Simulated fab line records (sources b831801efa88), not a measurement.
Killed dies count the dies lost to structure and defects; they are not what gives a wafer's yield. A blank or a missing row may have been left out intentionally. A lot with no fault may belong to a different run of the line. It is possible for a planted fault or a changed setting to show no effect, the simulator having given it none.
fab line records -- flow sky130
[record] lots = 13, wafers = 39, lastDay = 50
route steps=708 shown POLY_GATE@218 SD_N@353 METAL1@452 VIA1@471
lots that met no fault: taken from a fault-free run of the same line
startH: the number of hours between the record's first day and the start of the first shown wafer of the lot -- waitH: hours elapsed since this lot's preceding step -- " unchanged from the row above -- L1.1+2: several wafers, shown together as one row -- - value missing, or start not given -- * or withheld: withheld -- < > ~ a bound
route shown NAME@n: a module of which the file shows steps, and the number in the route of the first -- usual: mean/standard deviation taken from wafers without a fault -- same: alike in all rows -- chamber/n: place in a boat -- sites: readings site by site -- _std_site: standard deviation across them -- _edge_site: the outer-site mean with the inner-site mean subtracted -- radiusMm: how far each site lies from the wafer's centre -- mask NAME#n: copy n -- behind: tool/chamber where the wafer was last shaped -- hold: what put the lot on hold/how long, in hours/how the hold closed -- device: whichever transistor did not switch (one of n, p or np) -- end of line: tests of these same wafers at the route's end -- a step given without rows: its recipe and nothing more -- killed: count of dies lost to structure and defects at first sort (not the wafer's yield) -- map: dies across one wafer; x = killed, . = not, _ = none there
set.NAME: setting as actually run; set.NAME@STEP: the setting as run at that earlier step -- model.NAME: the simulator's own value behind a step, which no gauge read
steps of the route over a sample of lots; a table a step, a row a wafer
services: a tool's chamber out of use, with start hour (startH, from the record's first day; less than 0 if before it), hours out, and reason
[[steps]]
[step SKY_POLY_GATE_THK_MEAS_04]
[recipe] reads = Si3N4_of_POLY_GATE_CVD_03
[usual] POLY_GATE_CVD_03_THK = 75.4/0.61
lot.wafer,tool,chamber,startH,waitH,POLY_GATE_CVD_03_THK[nm]
L226.1,filmMetro-03,-,346.26,0.0,75.3
L226.3,filmMetro-03,-,346.26,0.0,75.6
L226.6,filmMetro-03,-,346.26,0.0,75.1
L227.2,filmMetro-04,-,352.01,0.0,74.3
L227.5,filmMetro-04,-,352.01,0.0,74.8
L227.6,filmMetro-04,-,352.01,0.0,74.9
L229.1,filmMetro-03,-,365.36,0.0,76.0
L229.4,filmMetro-03,-,365.36,0.0,76.5
L229.5,filmMetro-03,-,365.36,0.0,75.0
L231.4,filmMetro-03,-,385.70,0.0,74.1
L231.5,filmMetro-03,-,385.70,0.0,74.1
L231.6,filmMetro-03,-,385.70,0.0,74.4
L232.1,filmMetro-03,-,392.14,0.0,74.9
L232.3,filmMetro-03,-,392.14,0.0,75.0
L232.4,filmMetro-03,-,392.14,0.0,75.1
L233.1,filmMetro-04,-,403.55,0.0,76.3
L233.2,filmMetro-04,-,403.55,0.0,75.7
L233.3,filmMetro-04,-,403.55,0.0,75.8
L236.2,filmMetro-03,-,431.04,0.0,75.9
L236.5,filmMetro-03,-,431.04,0.0,75.6
L236.6,filmMetro-03,-,431.04,0.0,76.7
L239.2,filmMetro-03,-,456.62,0.0,75.4
L239.4,filmMetro-03,-,456.62,0.0,74.4
L239.6,filmMetro-03,-,456.62,0.0,74.9
L242.2,filmMetro-03,-,481.91,0.0,75.9
L242.3,filmMetro-03,-,481.91,0.0,76.2
L242.4,filmMetro-03,-,481.91,0.0,75.5
L246.3,filmMetro-01,-,521.02,0.0,75.0
L246.4,filmMetro-01,-,521.02,0.0,75.0
L246.6,filmMetro-01,-,521.02,0.0,74.7
L247.1,filmMetro-04,-,543.07,0.0,75.1
L247.2,filmMetro-04,-,543.07,0.0,75.2
L247.6,filmMetro-04,-,543.07,0.0,75.3
L248.1,filmMetro-03,-,543.07,0.0,74.8
L248.4,filmMetro-03,-,543.07,0.0,74.6
L248.6,filmMetro-03,-,543.07,0.0,74.3
L249.3,filmMetro-03,-,563.52,0.0,75.8
L249.5,filmMetro-03,-,563.52,0.0,76.0
L249.6,filmMetro-03,-,563.52,0.0,76.9
[step SKY_SD_N_STRIP_11]
[recipe] chemistry = O2/N2, powerW = 1400, pressureMtorr = 1500, platenTempC = withheld, o2FlowSccm = 3000, n2FlowSccm = 300, overashFraction = 0.5
[usual] chamberPressureMTorr = 1499.9/1.3, drypumpMotorCurrentA = 5.8/0.46, oesProductAu = 0.528/0.0046, stripTimeToEndpointS = 22.55/0.045
lot.wafer,tool,chamber,startH,waitH,chamberPressureMTorr,drypumpMotorCurrentA,oesProductAu,rfHoursCounterH,stripTimeToEndpointS
L226.1,plasmaAsher-03,0,662.80,0.1,1501.4,5.2,0.531,95,22.54
L226.3,plasmaAsher-03,0,662.80,0.1,1501.6,5.2,0.535,-,22.58
L226.6,plasmaAsher-03,0,662.80,0.1,1499.3,5.2,0.534,-,22.56
L227.2,plasmaAsher-02,0,663.10,0.1,1499.0,5.0,0.533,53,22.57
L227.5,plasmaAsher-02,0,663.10,0.1,1500.0,5.0,0.536,-,22.59
L227.6,plasmaAsher-02,1,663.10,0.1,1500.8,6.1,0.516,-,22.57
L229.1,plasmaAsher-03,1,667.19,0.1,1499.9,6.1,0.530,96,22.60
L229.4,plasmaAsher-03,0,667.19,0.1,1498.4,5.2,0.536,-,22.61
L229.5,plasmaAsher-03,0,667.19,0.1,1498.3,5.2,0.531,-,22.62
L231.4,plasmaAsher-02,1,688.77,0.1,1499.9,6.1,0.531,-,22.57
L231.5,plasmaAsher-02,0,688.77,0.1,1499.1,5.0,0.518,-,22.51
L231.6,plasmaAsher-02,1,688.77,0.1,1499.7,6.1,0.527,-,22.52
L232.1,plasmaAsher-01,0,694.03,0.1,1498.1,6.3,0.528,27,22.45
L232.3,plasmaAsher-01,1,694.03,0.1,1499.7,5.7,0.530,-,22.50
L232.4,plasmaAsher-01,0,694.03,0.1,1501.3,6.3,0.517,-,22.52
L233.1,plasmaAsher-01,0,706.00,0.1,1499.1,6.3,0.534,28,22.48
L233.2,plasmaAsher-01,1,706.00,0.1,1500.6,5.6,0.525,28,22.57
L233.3,plasmaAsher-01,0,706.00,0.1,1500.0,6.4,0.528,-,22.54
L236.2,plasmaAsher-01,1,729.28,0.1,1499.9,5.7,0.523,30,22.53
L236.5,plasmaAsher-01,0,729.28,0.1,1499.1,6.3,0.528,-,22.57
L236.6,plasmaAsher-01,1,729.28,0.1,1498.2,5.7,0.527,-,22.55
L239.2,plasmaAsher-01,0,758.25,0.1,1501.4,6.3,0.535,34,22.57
L239.4,plasmaAsher-01,1,758.25,0.1,1501.5,5.6,0.529,-,22.58
L239.6,plasmaAsher-01,1,758.25,0.1,1498.9,5.7,0.518,-,22.57
L242.2,plasmaAsher-02,0,775.66,0.1,1507.0,5.0,0.321,64,-
L242.3,plasmaAsher-02,1,775.66,0.1,1475.3,6.0,0.327,-,-
L242.4,plasmaAsher-02,0,775.66,0.1,1502.6,5.0,0.349,-,-
L246.3,plasmaAsher-01,1,812.38,0.1,1499.9,5.7,0.530,-,22.61
L246.4,plasmaAsher-01,0,812.38,0.1,1498.4,6.3,0.529,-,22.55
L246.6,plasmaAsher-01,0,812.38,0.1,1499.0,6.3,0.532,-,22.58
L247.1,plasmaAsher-03,0,827.10,0.1,1498.7,5.2,0.526,5,22.59
L247.2,plasmaAsher-03,1,827.10,0.1,1501.8,6.1,0.533,5,22.62
L247.6,plasmaAsher-03,1,827.10,0.1,1500.2,6.1,0.531,-,22.58
L248.1,plasmaAsher-01,1,828.44,0.1,1501.7,5.6,0.522,41,22.50
L248.4,plasmaAsher-01,0,828.44,0.1,1498.8,6.3,0.522,-,22.48
L248.6,plasmaAsher-01,0,828.44,0.1,1498.1,6.3,0.535,-,22.51
L249.3,plasmaAsher-01,0,844.67,0.1,1501.7,6.4,0.524,-,22.50
L249.5,plasmaAsher-01,0,844.67,0.1,1501.1,6.3,0.529,-,22.52
L249.6,plasmaAsher-01,1,844.67,0.1,1501.1,5.7,0.532,-,22.47
[step SKY_METAL1_ETCH_18]
[recipe] chemistry = N2/H2, target = BARC, ionEnergyEv = 200, biasW = 100, pressureMtorr = 30, n2FlowSccm = 100, h2FlowSccm = 200, icpW = 500, stopOn = SiO2, timeS = 45.9, targetDepthA = 600
[usual] drypumpMotorCurrentA = 5.5/0.64, oesProductAu = 0.854/0.005, throttleValvePct = 13.225/0.0094
[same] timeS = 45.9
lot.wafer,tool,chamber,startH,waitH,drypumpMotorCurrentA,oesProductAu,rfHoursCounterH,throttleValvePct
L226.1,rieMetal-04,0,779.64,0.0,6.6,0.860,11,13.223
L226.3,rieMetal-04,0,779.64,0.0,6.6,0.854,-,13.212
L226.6,rieMetal-04,0,779.64,0.0,6.6,0.857,-,13.228
L227.2,rieMetal-02,1,781.28,0.0,4.9,0.854,15,13.234
L227.5,rieMetal-02,1,781.28,0.0,4.9,0.859,-,13.229
L227.6,rieMetal-02,0,781.28,0.0,4.9,0.854,-,13.212
L229.1,rieMetal-03,0,784.33,0.0,5.5,0.847,7,13.227
L229.4,rieMetal-03,1,784.33,0.0,5.3,0.853,-,13.235
L229.5,rieMetal-03,1,784.33,0.0,5.4,0.849,-,13.211
L231.4,rieMetal-04,0,803.79,0.0,6.6,0.851,-,13.221
L231.5,rieMetal-04,0,803.79,0.0,6.6,0.855,-,13.230
L231.6,rieMetal-04,1,803.79,0.0,6.2,0.858,-,13.227
L232.1,rieMetal-03,0,809.52,0.0,5.5,0.859,8,13.230
L232.3,rieMetal-03,1,809.52,0.0,5.3,0.857,-,13.213
L232.4,rieMetal-03,0,809.52,0.0,5.5,0.856,-,13.230
L233.1,rieMetal-04,1,818.92,0.0,6.2,0.859,5,13.230
L233.2,rieMetal-04,0,818.92,0.0,6.6,0.853,13,13.237
L233.3,rieMetal-04,0,818.92,0.0,6.6,0.855,-,13.231
L236.2,rieMetal-04,0,842.32,0.0,6.6,0.850,14,13.209
L236.5,rieMetal-04,0,842.32,0.0,6.6,0.846,-,13.215
L236.6,rieMetal-04,1,842.32,0.0,6.1,0.855,-,13.209
L239.2,rieMetal-03,0,868.62,0.0,5.5,0.857,10,13.206
L239.4,rieMetal-03,1,868.62,0.0,5.3,0.854,-,13.219
L239.6,rieMetal-03,0,868.62,0.0,5.5,0.857,-,13.241
L246.3,rieMetal-03,0,920.75,0.0,5.5,0.859,-,13.247
L246.4,rieMetal-03,1,920.75,0.0,5.3,0.854,-,13.238
L246.6,rieMetal-03,0,920.75,0.0,5.5,0.859,-,13.234
L247.1,rieMetal-02,1,934.73,0.0,4.9,0.852,4,13.225
L247.2,rieMetal-02,0,934.73,0.0,4.9,0.860,11,13.228
L247.6,rieMetal-02,0,934.73,0.0,4.9,0.863,-,13.218
L248.1,rieMetal-02,0,936.52,0.0,4.9,0.851,11,13.212
L248.4,rieMetal-02,1,936.52,0.0,4.9,0.850,-,13.227
L248.6,rieMetal-02,0,936.52,0.0,4.9,0.855,-,13.221
L249.3,rieMetal-03,1,952.00,0.1,5.3,0.855,-,13.226
L249.5,rieMetal-03,1,952.00,0.1,5.3,0.857,-,13.227
L249.6,rieMetal-03,1,952.00,0.1,5.3,0.850,-,13.216
[step SKY_VIA1_OVL_MEAS_13]
[usual] VIA1_OVL = -1/5.2
lot.wafer,tool,chamber,startH,waitH,VIA1_OVL[nm]
L226.1,overlay-01,-,806.65,0.1,-2
L226.3,overlay-01,-,806.65,0.1,4
L226.6,overlay-01,-,806.65,0.1,0
L227.2,overlay-02,-,808.92,0.1,-2
L227.5,overlay-02,-,808.92,0.1,0
L227.6,overlay-02,-,808.92,0.1,-3
L229.1,overlay-01,-,811.65,0.1,0
L229.4,overlay-01,-,811.65,0.1,2
L229.5,overlay-01,-,811.65,0.1,4
L231.4,overlay-01,-,829.72,0.1,5
L231.5,overlay-01,-,829.72,0.1,6
L231.6,overlay-01,-,829.72,0.1,1
L232.1,overlay-01,-,836.11,0.1,1
L232.3,overlay-01,-,836.11,0.1,5
L232.4,overlay-01,-,836.11,0.1,3
L233.1,overlay-02,-,845.80,0.1,8
L233.2,overlay-02,-,845.80,0.1,-1
L233.3,overlay-02,-,845.80,0.1,4
L236.2,overlay-02,-,869.08,0.1,-6
L236.5,overlay-02,-,869.08,0.1,2
L236.6,overlay-02,-,869.08,0.1,-7
L239.2,overlay-02,-,895.15,0.1,0
L239.4,overlay-02,-,895.15,0.1,3
L239.6,overlay-02,-,895.15,0.1,3
L246.3,overlay-02,-,946.36,0.1,-10
L246.4,overlay-02,-,946.36,0.1,-1
L246.6,overlay-02,-,946.36,0.1,-7
L247.1,overlay-02,-,959.81,0.1,-1
L247.2,overlay-02,-,959.81,0.1,5
L247.6,overlay-02,-,959.81,0.1,3
L248.1,overlay-01,-,961.91,0.1,-4
L248.4,overlay-01,-,961.91,0.1,-2
L248.6,overlay-01,-,961.91,0.1,1
L249.3,overlay-01,-,977.02,0.1,-1
L249.5,overlay-01,-,977.02,0.1,-3
L249.6,overlay-01,-,977.02,0.1,-7
[[services]]
tool,chamber,startH,hours,kind
rieMetal-04,1,649.10,-,clean
rieMetal-04,1,649.10,18.0,scheduledDown
rieMetal-04,1,649.10,18.0,ventCycle
rieMetal-02,0,660.12,-,clean
rieMetal-02,0,660.12,28.5,scheduledDown
rieMetal-02,0,660.12,28.5,ventCycle
rieMetal-04,-,665.46,1.4,pm
rieMetal-02,1,695.24,19.6,repair
rieMetal-03,-,703.48,3.0,repair
rieMetal-04,-,727.61,1.1,repair
plasmaAsher-03,-,733.75,9.0,pm
rieMetal-02,-,772.59,1.4,pm
rieMetal-04,-,797.90,0.3,repair
plasmaAsher-03,-,799.04,25.4,pm
plasmaAsher-02,-,847.10,3.0,repair
rieMetal-02,1,860.80,12.3,repair
plasmaAsher-03,-,891.02,2.3,repair
plasmaAsher-01,-,908.18,2.8,pm
plasmaAsher-03,-,914.56,0.4,repair
rieMetal-04,0,934.91,2.4,repair
rieMetal-03,0,936.49,23.9,repair
rieMetal-04,0,937.86,-,clean
rieMetal-04,0,937.86,22.8,scheduledDown
rieMetal-04,0,937.86,22.8,ventCycle
[[key]]
[firstSign] step = SKY_SD_N_STRIP_11, reading = oesProductAu, direction = down, sigmas = 43, usual = 0.528, struck = 0.332
[effect] step = SKY_SD_N_STRIP_11, reading = chamberPressureMTorr, direction = down, sigmas = 3.8, usual = 1499.9, struck = 1495.0, wafersMoved = 2
metAt SKY_SD_N_STRIP_11
struckLots L242
laterRowsLeftOut L242.2,L242.3,L242.4
sortLeftOut L242.2,L242.3,L242.4
testerLeftOut L242
notActingAt SKY_POLY_GATE_THK_MEAS_04,SKY_METAL1_ETCH_18,SKY_VIA1_OVL_MEAS_13
onsetBetween 688.77 775.66
[fault] kind = stripAborted, tool = plasmaAsher-02, chamber = -, onsetH = 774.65, steps = SKY_SD_N_STRIP_11, offset = 1, endH = 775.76
// testerLeftOut: of these lots the tester's yield and bins aren't shown, on N5 and GAA mostly nor the transistor test; their killed dies are dies lost to structure and defects alone, not to doping, threshold or leakage, so they don't give the yield
// sortLeftOut: the simulated sort isn't trusted on such a fault, so these wafers' sort isn't shown, and their yield isn't known
// laterRowsLeftOut: the simulator's readings of these wafers behind a module that went badly wrong aren't trusted and aren't shown, but for the sort
